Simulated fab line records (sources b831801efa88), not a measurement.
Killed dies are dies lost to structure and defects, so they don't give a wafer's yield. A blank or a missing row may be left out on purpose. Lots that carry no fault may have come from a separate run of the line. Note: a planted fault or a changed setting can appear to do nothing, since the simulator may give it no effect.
2 desks looking at one fault | flow gf180mcu | every desk sees just its own numbers, and what lay behind them comes last

## TOOL OWNER'S DESK, wetBench-04
The tool's own readings at GF_STI_WET_ETCH_27 (etches Si3N4 in H3PO4, target depth 160 nm, time 1825 s): means of the sampled wafers that have a number, for each lot that ran on this tool. The brackets show how far a lot's mean lies from the usual mean; more than 4 standard deviations puts the lot out of limits, marked OUT.
Columns: A = bathHeatDutyPct at GF_STI_WET_ETCH_27, usual 25.7 %; B = runLengthS at GF_STI_WET_ETCH_27, usual 1854 s
lot  | first seen here | A    | B
L749 | day 2 09:35     | 27.0 | 1857
L751 | day 2 20:22     | 23.0 | 1859
L754 | day 3 11:17     | 26.5 | 1857
L756 | day 3 20:44     | 23.3 | 1853
L760 | day 4 17:43     | 26.5 | 1760 (-25) OUT
L762 | day 5 03:01     | 28.0 | 1761 (-25) OUT
L763 | day 5 10:44     | 26.6 | 1760 (-25) OUT
Finding of this desk: L760, L762, L763 out of limits; the first was L760 at day 4 17:43, on runLengthS at GF_STI_WET_ETCH_27. L749, L751, L754, L756: within limits.

## FROM THE METROLOGY DESK
Means of the sampled wafers that have a number, per lot and without regard to the tool the lot ran on: this is what the gauges read. The brackets show how far a lot's mean lies from the usual mean; more than 4 standard deviations puts the lot out of limits, marked OUT.
Columns: A = VT_IMPLANT_4_TW at GF_VT_IMPLANT_TW_MEAS_43, usual 687
lot  | first seen here | A
L748 | day 7 14:18     | 688
L749 | day 7 17:36     | 679
L750 | day 8 00:22     | 682
L751 | day 8 09:58     | 694
L752 | day 8 13:13     | 694
L753 | day 8 23:30     | 691
L754 | day 9 03:43     | 686
L756 | day 9 17:28     | 688
L760 | day 10 21:33    | 685
L762 | day 11 09:37    | 685
L763 | day 11 20:20    | 686
L767 | day 12 20:45    | 691
L769 | day 13 09:43    | 693
L770 | day 13 17:23    | 684
This desk's verdict: no lot among the 14 shows anything out of limits.

## ALL TOGETHER
An alarm could have come from the tool owner's desk at day 4 17:43, on L760, L762, L763.
Nothing out of limits was seen by the metrology desk.
The metrology desk holds a record of L760, L762, L763, inside its limits.
The lots listed all ran GF_STI_WET_ETCH_27 on wetBench-04.

## WHAT THE SIMULATOR HAD PUT IN
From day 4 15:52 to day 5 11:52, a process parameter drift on wetBench-04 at GF_STI_WET_ETCH_27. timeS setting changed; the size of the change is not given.
Lots struck among those shown: L760, L762, L763.
How many hours passed from the start of the fault until each desk's first out-of-limits reading: the tool owner's desk, 2.
